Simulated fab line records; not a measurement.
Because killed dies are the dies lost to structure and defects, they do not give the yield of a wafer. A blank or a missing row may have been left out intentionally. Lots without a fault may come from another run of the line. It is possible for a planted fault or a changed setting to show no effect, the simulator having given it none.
Which of the tools did it? :: flow sky130 :: 12 lots, 36 wafers sampled, at 5 steps of a route of 708

## WHAT THE GAUGES READ, wafer by wafer
Not one reading of a measure or inspect step in the record can be checked against a usual standard deviation.

## TOOL THAT RAN EACH LOT (tool first, then ch and the chambers of the sampled wafers, then the start)
lot: L782
SKY_METAL1_SPUTTER_03: pvd_sputter-04, day 32 04:30
SKY_METAL1_DESCUM_17: rie_metal-01 ch 0,1, day 33 07:23
SKY_VIA1_SOFTBAKE_08: litho_track-02 ch 0, day 33 21:00
SKY_VIA1_STRIP_16: plasma_asher-01 ch 0,1, day 34 11:13
SKY_PAD_OPEN_PROBE_99: -

lot: L784
SKY_METAL1_SPUTTER_03: pvd_sputter-02, day 33 00:47
SKY_METAL1_DESCUM_17: rie_metal-01 ch 0,1, day 34 03:26
SKY_VIA1_SOFTBAKE_08: litho_track-01 ch 0, day 34 18:00
SKY_VIA1_STRIP_16: plasma_asher-03 ch 0,1, day 35 08:05
SKY_PAD_OPEN_PROBE_99: prober-02, day 46 19:01

lot: L785
SKY_METAL1_SPUTTER_03: pvd_sputter-04, day 33 04:47
SKY_METAL1_DESCUM_17: rie_metal-01 ch 0,1, day 34 07:11
SKY_VIA1_SOFTBAKE_08: litho_track-01 ch 0, day 34 21:00
SKY_VIA1_STRIP_16: plasma_asher-04 ch 0,1, day 35 10:43
SKY_PAD_OPEN_PROBE_99: -

lot: L786
SKY_METAL1_SPUTTER_03: pvd_sputter-04, day 33 14:07
SKY_METAL1_DESCUM_17: rie_metal-01 ch 1, day 34 17:09
SKY_VIA1_SOFTBAKE_08: litho_track-03 ch 0, day 35 08:00
SKY_VIA1_STRIP_16: plasma_asher-03 ch 0,1, day 35 21:05
SKY_PAD_OPEN_PROBE_99: -

lot: L788
SKY_METAL1_SPUTTER_03: pvd_sputter-01, day 34 07:31
SKY_METAL1_DESCUM_17: rie_metal-03 ch 0,1, day 35 09:51
SKY_VIA1_SOFTBAKE_08: litho_track-01 ch 0, day 36 00:00
SKY_VIA1_STRIP_16: plasma_asher-04 ch 0,1, day 36 14:02
SKY_PAD_OPEN_PROBE_99: prober-02, day 47 20:42

lot: L791
SKY_METAL1_SPUTTER_03: pvd_sputter-01, day 35 10:56
SKY_METAL1_DESCUM_17: rie_metal-01 ch 0,1, day 36 12:39
SKY_VIA1_SOFTBAKE_08: litho_track-03 ch 0, day 37 02:00
SKY_VIA1_STRIP_16: plasma_asher-01 ch 0,1, day 37 16:22
SKY_PAD_OPEN_PROBE_99: -

lot: L795
SKY_METAL1_SPUTTER_03: pvd_sputter-02, day 36 14:29
SKY_METAL1_DESCUM_17: rie_metal-01 ch 0,1, day 37 16:22
SKY_VIA1_SOFTBAKE_08: litho_track-01 ch 0, day 38 06:00
SKY_VIA1_STRIP_16: plasma_asher-04 ch 0,1, day 38 19:29
SKY_PAD_OPEN_PROBE_99: prober-02, day 49 09:43

lot: L796
SKY_METAL1_SPUTTER_03: pvd_sputter-01, day 37 00:41
SKY_METAL1_DESCUM_17: rie_metal-04 ch 0,1, day 38 02:54
SKY_VIA1_SOFTBAKE_08: litho_track-01 ch 0, day 38 17:00
SKY_VIA1_STRIP_16: plasma_asher-04 ch 0,1, day 39 05:49
SKY_PAD_OPEN_PROBE_99: -

lot: L798
SKY_METAL1_SPUTTER_03: pvd_sputter-01, day 37 11:03
SKY_METAL1_DESCUM_17: rie_metal-03 ch 0,1, day 38 12:44
SKY_VIA1_SOFTBAKE_08: litho_track-03 ch 0, day 39 02:00
SKY_VIA1_STRIP_16: plasma_asher-03 ch 0, day 39 15:20
SKY_PAD_OPEN_PROBE_99: -

lot: L799
SKY_METAL1_SPUTTER_03: pvd_sputter-01, day 37 21:59
SKY_METAL1_DESCUM_17: rie_metal-01 ch 0,1, day 38 23:59
SKY_VIA1_SOFTBAKE_08: litho_track-03 ch 0, day 39 13:00
SKY_VIA1_STRIP_16: plasma_asher-04 ch 0,1, day 40 02:34
SKY_PAD_OPEN_PROBE_99: -

lot: L802
SKY_METAL1_SPUTTER_03: pvd_sputter-04, day 38 20:21
SKY_METAL1_DESCUM_17: rie_metal-04 ch 0, day 39 20:50
SKY_VIA1_SOFTBAKE_08: litho_track-03 ch 0, day 40 09:00
SKY_VIA1_STRIP_16: plasma_asher-01 ch 0,1, day 40 22:43
SKY_PAD_OPEN_PROBE_99: -

lot: L803
SKY_METAL1_SPUTTER_03: pvd_sputter-01, day 39 00:49
SKY_METAL1_DESCUM_17: rie_metal-04 ch 0,1, day 40 01:56
SKY_VIA1_SOFTBAKE_08: litho_track-02 ch 0, day 40 15:00
SKY_VIA1_STRIP_16: plasma_asher-01 ch 0,1, day 41 04:01
SKY_PAD_OPEN_PROBE_99: -
- SKY_METAL1_SPUTTER_03: material Ti, target thk 5 nm, time 3.3 s.
- SKY_METAL1_DESCUM_17: chemistry O2, time 8 s.
- SKY_VIA1_SOFTBAKE_08: time 90 s.
- SKY_VIA1_STRIP_16: strips in O2/N2.
- SKY_PAD_OPEN_PROBE_99

## WHAT THE TOOLS THEMSELVES READ (means of the sampled wafers that have a number; where no wafer has one, the mark that the record gives instead)
SKY_METAL1_SPUTTER_03.
lot: L782
tool: pvd_sputter-04
throttle_valve_pct (%): 30.1

lot: L784
tool: pvd_sputter-02
throttle_valve_pct (%): 29.8

lot: L785
tool: pvd_sputter-04
throttle_valve_pct (%): 30.1

lot: L786
tool: pvd_sputter-04
throttle_valve_pct (%): 30.4

lot: L788
tool: pvd_sputter-01
throttle_valve_pct (%): 28.9

lot: L791
tool: pvd_sputter-01
throttle_valve_pct (%): 29.2

lot: L795
tool: pvd_sputter-02
throttle_valve_pct (%): 30.3

lot: L796
tool: pvd_sputter-01
throttle_valve_pct (%): 30.0

lot: L798
tool: pvd_sputter-01
throttle_valve_pct (%): 29.1

lot: L799
tool: pvd_sputter-01
throttle_valve_pct (%): 29.2

lot: L802
tool: pvd_sputter-04
throttle_valve_pct (%): 29.7

lot: L803
tool: pvd_sputter-01
throttle_valve_pct (%): 28.9

SKY_METAL1_DESCUM_17.
lot: L782
tool: rie_metal-01
drypump_motor_current_A (A): 5.70
oes_product_au (a.u.): 0.997

lot: L784
tool: rie_metal-01
drypump_motor_current_A (A): 5.70
oes_product_au (a.u.): 1.007

lot: L785
tool: rie_metal-01
drypump_motor_current_A (A): 5.77
oes_product_au (a.u.): 0.999

lot: L786
tool: rie_metal-01
drypump_motor_current_A (A): 5.82
oes_product_au (a.u.): 0.990

lot: L788
tool: rie_metal-03
drypump_motor_current_A (A): 5.74
oes_product_au (a.u.): 0.994

lot: L791
tool: rie_metal-01
drypump_motor_current_A (A): 5.69
oes_product_au (a.u.): 0.994

lot: L795
tool: rie_metal-01
drypump_motor_current_A (A): 5.78
oes_product_au (a.u.): 0.994

lot: L796
tool: rie_metal-04
drypump_motor_current_A (A): 5.86
oes_product_au (a.u.): 0.994

lot: L798
tool: rie_metal-03
drypump_motor_current_A (A): 5.73
oes_product_au (a.u.): 0.997

lot: L799
tool: rie_metal-01
drypump_motor_current_A (A): 5.70
oes_product_au (a.u.): 0.995

lot: L802
tool: rie_metal-04
drypump_motor_current_A (A): 5.95
oes_product_au (a.u.): 1.002

lot: L803
tool: rie_metal-04
drypump_motor_current_A (A): 5.84
oes_product_au (a.u.): 0.999

SKY_VIA1_SOFTBAKE_08.
lot: L782
tool: litho_track-02
heater_power_total_W (W): 57.33
plate_temp_C (C): 100.01

lot: L784
tool: litho_track-01
heater_power_total_W (W): 57.24
plate_temp_C (C): 99.96

lot: L785
tool: litho_track-01
heater_power_total_W (W): 57.41
plate_temp_C (C): 99.90

lot: L786
tool: litho_track-03
heater_power_total_W (W): 57.29
plate_temp_C (C): 99.93

lot: L788
tool: litho_track-01
heater_power_total_W (W): 57.53
plate_temp_C (C): 100.14

lot: L791
tool: litho_track-03
heater_power_total_W (W): 57.36
plate_temp_C (C): 99.81

lot: L795
tool: litho_track-01
heater_power_total_W (W): 54.27
plate_temp_C (C): 96.22

lot: L796
tool: litho_track-01
heater_power_total_W (W): 54.19
plate_temp_C (C): 95.96

lot: L798
tool: litho_track-03
heater_power_total_W (W): 57.36
plate_temp_C (C): 99.94

lot: L799
tool: litho_track-03
heater_power_total_W (W): 57.31
plate_temp_C (C): 99.98

lot: L802
tool: litho_track-03
heater_power_total_W (W): 57.39
plate_temp_C (C): 100.03

lot: L803
tool: litho_track-02
heater_power_total_W (W): 57.49
plate_temp_C (C): 99.99

SKY_VIA1_STRIP_16.
lot: L782
tool: plasma_asher-01
drypump_motor_current_A (A): 5.3
o2_flow_sccm (sccm): 3008
oes_product_au (a.u.): 0.414
strip_time_to_endpoint_s (s): 4.437

lot: L784
tool: plasma_asher-03
drypump_motor_current_A (A): 5.6
o2_flow_sccm (sccm): 2992
oes_product_au (a.u.): 0.415
strip_time_to_endpoint_s (s): 4.439

lot: L785
tool: plasma_asher-04
drypump_motor_current_A (A): 6.1
o2_flow_sccm (sccm): 3001
oes_product_au (a.u.): 0.410
strip_time_to_endpoint_s (s): 4.416

lot: L786
tool: plasma_asher-03
drypump_motor_current_A (A): 5.6
o2_flow_sccm (sccm): 2992
oes_product_au (a.u.): 0.413
strip_time_to_endpoint_s (s): 4.435

lot: L788
tool: plasma_asher-04
drypump_motor_current_A (A): 6.2
o2_flow_sccm (sccm): 3005
oes_product_au (a.u.): 0.415
strip_time_to_endpoint_s (s): 4.438

lot: L791
tool: plasma_asher-01
drypump_motor_current_A (A): 5.4
o2_flow_sccm (sccm): 2990
oes_product_au (a.u.): 0.419
strip_time_to_endpoint_s (s): 4.444

lot: L795
tool: plasma_asher-04
drypump_motor_current_A (A): 6.1
o2_flow_sccm (sccm): 3000
oes_product_au (a.u.): 0.421
strip_time_to_endpoint_s (s): 4.471

lot: L796
tool: plasma_asher-04
drypump_motor_current_A (A): 6.1
o2_flow_sccm (sccm): 3006
oes_product_au (a.u.): 0.418
strip_time_to_endpoint_s (s): 4.500

lot: L798
tool: plasma_asher-03
drypump_motor_current_A (A): 5.6
o2_flow_sccm (sccm): 3004
oes_product_au (a.u.): 0.420
strip_time_to_endpoint_s (s): 4.456

lot: L799
tool: plasma_asher-04
drypump_motor_current_A (A): 6.2
o2_flow_sccm (sccm): 2993
oes_product_au (a.u.): 0.414
strip_time_to_endpoint_s (s): 4.479

lot: L802
tool: plasma_asher-01
drypump_motor_current_A (A): 5.6
o2_flow_sccm (sccm): 2995
oes_product_au (a.u.): 0.415
strip_time_to_endpoint_s (s): 4.460

lot: L803
tool: plasma_asher-01
drypump_motor_current_A (A): 5.6
o2_flow_sccm (sccm): 3004
oes_product_au (a.u.): 0.411
strip_time_to_endpoint_s (s): 4.441

SKY_PAD_OPEN_PROBE_99.
lot: L784
tool: prober-02
defect_limited_yield (%): 82.2
killed_at_M0_to_M3: 46
killed_at_M4_up: 4.7
killed_at_contacts: 22
killed_at_front_end: 15
killed_at_other: 0.3
killed_dies: 87
killed_open: 48
killed_short: 40
sort_bin_3_pad_short (%): 1.3
sort_bin_5_function (%): 10.8
sort_bin_6_memory (%): 5.6
sort_n_pass: 405
sort_yield_pct (%): 82.2

lot: L788
tool: prober-02
defect_limited_yield (%): 83.6
killed_at_M0_to_M3: 40
killed_at_M4_up: 3.0
killed_at_contacts: 25
killed_at_front_end: 13
killed_at_other: 0.0
killed_dies: 81
killed_open: 48
killed_short: 33
sort_bin_3_pad_short (%): 0.8
sort_bin_5_function (%): 10.0
sort_bin_6_memory (%): 5.6
sort_n_pass: 411
sort_yield_pct (%): 83.6

lot: L795
tool: prober-02
defect_limited_yield (%): 82.5
killed_at_M0_to_M3: 44
killed_at_M4_up: 3.0
killed_at_contacts: 25
killed_at_front_end: 14
killed_at_other: 0.0
killed_dies: 86
killed_open: 46
killed_short: 40
sort_bin_3_pad_short (%): 1.0
sort_bin_5_function (%): 10.8
sort_bin_6_memory (%): 5.7
sort_n_pass: 406
sort_yield_pct (%): 82.5

## THE ANSWER, worked out from the rows above alone
Rule: what is usual is taken from the lots themselves. The widest of any qualifying gaps counts: lots, ordered by their means at a reading, are off when they make up no more than a third of the lots, leave a main group of 4 or more, and stand apart from it by 3 or more times the standard deviation of that group's means. A main group is skipped when, at the precision printed for the reading in the tables above, its means are all equal. Also off: a lot with no number at a reading for which 4 or more lots have one. Any other lot the step has rows for is counted as sound. Order of review: gauges by route order, followed by the tools' own readings, for which a lot's mean as printed above is used. At the first step where some lot is off, the reading lying furthest off is the one used; lots without a number count as furthest.
Off: L795, L796 (SKY_VIA1_SOFTBAKE_08, plate_temp_C). The main group: mean 99.97 C, standard deviation 0.082.
If a tool, at that step or one of the process steps before it, ran each lot that is off and ran no sound lot following the first of them, it fits. One fits: SKY_VIA1_SOFTBAKE_08 on litho_track-01. A fault onset in the window from L788 (day 36 00:00, its last sound lot) to L795 (day 38 06:00, its first lot off) fits.
The tool's own readings at SKY_VIA1_SOFTBAKE_08 bear it out: on the lots that are off they differ by more than 5 times the standard deviation of the sound lots' means. heater_power_total_W reads 54.23 W there against 57.37 W on the sound lots; plate_temp_C reads 96.09 C there against 99.97 C on the sound lots.

## WHAT THE SIMULATOR PUT IN
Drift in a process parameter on litho_track-01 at SKY_VIA1_SOFTBAKE_08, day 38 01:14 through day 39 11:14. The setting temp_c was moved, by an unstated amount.
Shown lots that were struck: L795, L796. The rule given above showed the same thing.
